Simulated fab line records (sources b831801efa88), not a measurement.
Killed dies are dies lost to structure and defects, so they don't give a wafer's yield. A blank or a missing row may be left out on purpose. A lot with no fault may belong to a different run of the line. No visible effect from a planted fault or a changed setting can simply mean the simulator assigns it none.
A struck lot beside a sound one | flow sky130 | 15 out of 708 route steps
Sound: wafers L854.3, L854.4, L854.6. Wafers L863.1, L863.2, L863.6 were the ones struck. Last of all comes the cause.
Order at every step that has rows: each side's tool, ch and its chambers, its first start. Under that, the readings that differ: sound wafers | struck wafers | difference of the means | sigmas: that difference in standard deviations of wafers without a fault.
alike: readings with means less than 2 such deviations apart, plus words and numbers identical on both sides. not compared: withheld readings, readings lacking a value on some wafer, bounds such as >300 that could conceal the same value, and numbers that have no deviation in the record and whose values overlap.
A row with sigmas, a row that says differs or no value, or rows on one side alone: a step with any of these is where the two part. When numbers do not overlap yet have no deviation, they are printed without sigmas and do not part them. A reading missing from all wafers of one side parts the sides only when that side holds two or more wafers.

first, 7 steps without rows for these wafers: SKY_METAL4_HMDS_06 (prime time 60 s); SKY_METAL4_COAT_07 (resist thk 60 nm); SKY_METAL4_COAT_08 (resist thk 1140 nm); SKY_METAL4_SOFTBAKE_09 (time 90 s); SKY_METAL4_EXPOSE_10 (exposes mask MM4, target cd 300 nm); SKY_METAL4_PEB_11; SKY_METAL4_DEVELOP_12 (develop time 60 s).
SKY_METAL4_CD_MEAS_13: the cd target is 300 nm.
  sound: cd_sem-01 at day 43 13:31; struck: cd_sem-01 at day 45 22:37
  reading    | sound             | struck            | difference | sigmas
  cd_nm (nm) | 298.2 299.8 299.0 | 303.4 303.5 303.3 | +4.4       | +3
SKY_METAL4_OVL_MEAS_14:
  sound: overlay-01 at day 43 13:37; struck: overlay-02 at day 45 22:44
  alike: METAL4_OVL
SKY_METAL4_DESCUM_15: chemistry O2, time 8 s.
  sound on rie_metal-04 ch 0,1, day 43 13:39; struck on rie_metal-03 ch 0, day 45 22:46
  alike: drypump_motor_current_A, oes_product_au, rf_fwd_power_W
  not compared: rf_hours_counter_h
SKY_METAL4_ETCH_16: etches BARC in N2/H2, stops on SiO2, time 88.2 s, target depth 60 nm.
  sound on rie_metal-04 ch 0,1, day 43 13:42; struck on rie_metal-03 ch 0, day 45 22:50
  alike: chamber_pressure_mTorr, drypump_motor_current_A, oes_product_au, rf_fwd_power_W, throttle_valve_pct
  not compared: rf_hours_counter_h
SKY_METAL4_ETCH_17: etches SiO2 in C4F8/O2/Ar, stops on TiN, time 3.9 s, target depth 15 nm.
  sound on rie_diel-01 ch 1,2, day 43 13:46; struck on rie_diel-01 ch 0,3, day 45 23:02
  alike: chamber_pressure_mTorr, oes_product_au, rf_fwd_power_W
  not compared: rf_hours_counter_h
SKY_METAL4_METAL_ETCH_18: etches the open film in Cl2/BCl3, stops on SiO2, target depth 845 nm, time 183.1 s.
  sound on rie_metal-02 ch 0,1, day 43 13:51; struck on rie_metal-04 ch 0,1, day 45 23:03
  reading                        | sound             | struck               | difference | sigmas
  chamber_pressure_mTorr (mTorr) | 9.992 9.985 9.993 | 11.996 12.004 11.999 | +2.010     | +99 or more
  alike: drypump_motor_current_A, oes_product_au, rf_fwd_power_W, throttle_valve_pct
  not compared: rf_hours_counter_h, model.KrF-thick_of_METAL4_COAT_08.thk_nm
SKY_METAL4_STRIP_19: strips in O2/N2.
  sound on plasma_asher-02 ch 0,1, day 43 14:00; struck on plasma_asher-03 ch 0,1, day 45 23:14
  alike: drypump_motor_current_A, oes_product_au, strip_time_to_endpoint_s
  not compared: rf_hours_counter_h
after that, 1 step had no rows for these wafers: SKY_PAD_OPEN_PROBE_99.

== WHERE THEY PART ==
Earliest at SKY_METAL4_CD_MEAS_13; latest, in this record, at SKY_METAL4_METAL_ETCH_18. Later steps at which nothing parts them and some readings are alike: SKY_METAL4_STRIP_19.

WHY: what had been put in by the simulator
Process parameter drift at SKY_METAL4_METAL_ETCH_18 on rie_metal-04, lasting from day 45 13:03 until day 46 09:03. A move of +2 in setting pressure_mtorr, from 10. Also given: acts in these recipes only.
